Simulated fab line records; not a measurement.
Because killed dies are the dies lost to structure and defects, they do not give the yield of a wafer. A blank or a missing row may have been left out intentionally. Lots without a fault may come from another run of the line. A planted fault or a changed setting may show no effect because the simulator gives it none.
What tool caused it? / flow gf180mcu / 6 lots, 18 wafers sampled, at 3 steps of a route of 602

## WHAT EACH GAUGE READ, for each wafer
GF_HV_LDD_TW_MEAS_50.
lot=L512; measured=day 12 15:29; on=film-metro-03; HV_LDD_4_TW=586 584 584
lot=L522; measured=day 16 01:59; on=film-metro-01; HV_LDD_4_TW=528 524 525 527 526 525
lot=L524; measured=day 16 17:56; on=film-metro-02; HV_LDD_4_TW=569 568 565
lot=L526; measured=day 17 07:16; on=film-metro-02; HV_LDD_4_TW=566 567 567
lot=L531; measured=day 19 03:44; on=film-metro-03; HV_LDD_4_TW=588 588 589
lot=L534; measured=day 19 23:02; on=film-metro-01; HV_LDD_4_TW=576 577 576

## WHICH TOOL RAN EACH LOT (tool, then ch and the chambers of the sampled wafers, then the start)
lot=L512; GF_STI_ETCH_13=rie-diel-01 ch 0,2,3, day 2 06:36; GF_HV_LDD_IMPLANT_48=implanter-02 ch 0, day 12 15:14
lot=L522; GF_STI_ETCH_13=rie-diel-03 ch 0,1, day 4 10:37; GF_HV_LDD_IMPLANT_48=implanter-03 ch 0, day 16 01:44
lot=L524; GF_STI_ETCH_13=rie-diel-01 ch 0,2,3, day 4 21:18; GF_HV_LDD_IMPLANT_48=implanter-02 ch 0, day 16 17:41
lot=L526; GF_STI_ETCH_13=rie-diel-02 ch 0,1,2, day 5 06:15; GF_HV_LDD_IMPLANT_48=implanter-01 ch 0, day 17 07:01
lot=L531; GF_STI_ETCH_13=rie-diel-01 ch 1,2,3, day 6 09:04; GF_HV_LDD_IMPLANT_48=implanter-01 ch 0, day 19 03:30
lot=L534; GF_STI_ETCH_13=rie-diel-01 ch 0,3, day 6 23:41; GF_HV_LDD_IMPLANT_48=implanter-01 ch 0, day 19 22:47
- GF_STI_ETCH_13: etches the open film in CHF3/O2, stops on Si, target depth 282.31 nm, time 112.9 s.
- GF_HV_LDD_IMPLANT_48

## THE ANSWER, worked out from the rows above alone
Rule: the lots themselves supply what counts as usual. The widest of any qualifying gaps counts: lots, ordered by their means at a reading, are off when they make up no more than a third of the lots, leave a main group of 4 or more, and stand apart from it by 3 or more times the standard deviation of that group's means. A main group whose means are all the same, to the digits that the tables above print for the reading, isn't used. A lot without any number at a reading at which 4 lots or more have one is off too. The other lots that the step has rows for count as sound.
Off: at GF_HV_LDD_TW_MEAS_50 (HV_LDD_4_TW), L522. For the main group the mean is 577 and the standard deviation 8.8.
A tool fits if, at a process step before that reading, it ran every lot that is off, and no sound lot after the first of them. Gauges at GF_HV_LDD_TW_MEAS_50: tried the same way as those tools. Undecided on this evidence; 2 tools fit (rie-diel-03 at GF_STI_ETCH_13, implanter-03 at GF_HV_LDD_IMPLANT_48).

## WHAT WAS PUT IN BY THE SIMULATOR
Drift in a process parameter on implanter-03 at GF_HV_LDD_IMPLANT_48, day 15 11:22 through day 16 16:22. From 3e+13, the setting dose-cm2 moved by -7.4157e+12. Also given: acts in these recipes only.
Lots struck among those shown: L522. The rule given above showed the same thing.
